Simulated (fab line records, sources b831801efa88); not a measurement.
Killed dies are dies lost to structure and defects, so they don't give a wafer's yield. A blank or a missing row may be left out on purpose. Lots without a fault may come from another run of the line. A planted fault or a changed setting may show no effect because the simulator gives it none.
A struck lot beside a sound one | flow sky130 | 15 steps out of a route of 708
Sound: wafers L215.1, L215.2, L215.6. Struck: wafers L231.1, L231.3, L231.5. The cause comes at the end.
At each step with rows: each side's tool, then ch and its chambers, then its first start. Under that, the readings that differ: sound wafers | struck wafers | difference of the means | sigmas: that difference in standard deviations of wafers without a fault.
alike: readings whose means differ by less than 2 such deviations, and words and numbers that are the same on both sides. not compared: withheld readings, readings that some wafer has no value for, bounds like >300 that may hide the same value, and numbers for which the record gives no deviation and whose values overlap.
The two part at a step that has a row with sigmas, a row that says differs or no value, or rows on one side only. Numbers that don't overlap but have no deviation are shown without sigmas and don't part them. A reading that every wafer of one side lacks parts them only if that side has two wafers or more.

first, 3 steps without rows for these wafers: SKY_CONTACT_HMDS_07 (prime time 60 s); SKY_CONTACT_COAT_08 (resist thk 60 nm); SKY_CONTACT_COAT_09 (resist thk 450 nm).
SKY_CONTACT_SOFTBAKE_10: time 91.72 s.
  sound on litho_track-01 ch 0; struck on litho_track-03 ch 0
  alike: plate_sensor_t_centre_C, plate_sensor_t_edge_C
then, 3 steps without rows for these wafers: SKY_CONTACT_EXPOSE_11 (exposes mask CTM1, target cd 170 nm); SKY_CONTACT_PEB_12; SKY_CONTACT_DEVELOP_13 (develop time 60 s).
SKY_CONTACT_CD_MEAS_14: target cd 170 nm.
  sound on cd_sem-01, day 33 04:47; struck on cd_sem-02, day 38 05:05
  reading    | sound             | struck            | difference | sigmas
  cd_nm (nm) | 168.3 170.5 169.1 | 170.9 173.7 173.6 | +3.4       | +2
SKY_CONTACT_OVL_MEAS_15:
  sound on overlay-02, day 33 04:55; struck on overlay-02, day 38 05:13
  alike: CONTACT_OVL
SKY_CONTACT_ETCH_16: etches BARC in N2/H2, stops on SiO2, time 45.9 s, target depth 60 nm.
  sound on rie_diel-04 ch 0,3, day 33 04:56; struck on rie_diel-01 ch 0, day 38 05:14
  reading                     | sound       | struck      | difference | sigmas
  drypump_motor_current_A (A) | 5.6 5.7 5.6 | 6.4 6.4 6.4 | +0.8       | +2
  alike: oes_product_au, throttle_valve_pct
  not compared: rf_hours_counter_h
SKY_CONTACT_ETCH_17: etches SiO2 in C4F8/O2/Ar, stops on Si3N4, target depth 340 nm.
  sound on rie_diel-04 ch 0,3, day 33 04:59; struck on rie_diel-01 ch 0, day 38 05:19
  alike: oes_product_au
SKY_CONTACT_ETCH_18: etches Si3N4 in CHF3/O2, stops on TiN, time 39 s, target depth 75 nm.
  sound on rie_diel-04 ch 0,3; struck on rie_diel-01 ch 0
  reading                     | sound       | struck      | difference | sigmas
  drypump_motor_current_A (A) | 5.6 5.6 5.6 | 6.4 6.4 6.4 | +0.8       | +2
  alike: oes_product_au, throttle_valve_pct
  not compared: rf_hours_counter_h
SKY_CONTACT_STRIP_19: strips in O2/N2.
  sound on plasma_asher-02 ch 0,1, day 33 05:05; struck on plasma_asher-04 ch 0,1, day 38 05:26
  reading                      | sound          | struck         | difference | sigmas
  o2_flow_sccm (sccm)          | 3005 2980 2982 | 3010 3014 3007 | +21        | +2
  strip_time_to_endpoint_s (s) | 3.65 3.63 3.61 | 3.46 3.46 3.45 | -0.17      | -5
  alike: drypump_motor_current_A, oes_product_au
  not compared: rf_hours_counter_h
then, 1 step without rows for these wafers: SKY_CONTACT_STRIP_20 (strips in post etch residue remover, time 1200 s).
-- the record jumps here: 12 days lie between the struck wafers' starts before and after (it left off in module CONTACT and takes up again in module PAD_OPEN, whose first step shown is number 708 of the route) --
SKY_PAD_OPEN_PROBE_99:
  the record has rows for the struck wafers here (prober-01, day 50 12:17) and none for the sound ones

WHERE THEY PART
First at SKY_CONTACT_CD_MEAS_14; last, within this record, at SKY_PAD_OPEN_PROBE_99.

WHY: what the simulator had put in
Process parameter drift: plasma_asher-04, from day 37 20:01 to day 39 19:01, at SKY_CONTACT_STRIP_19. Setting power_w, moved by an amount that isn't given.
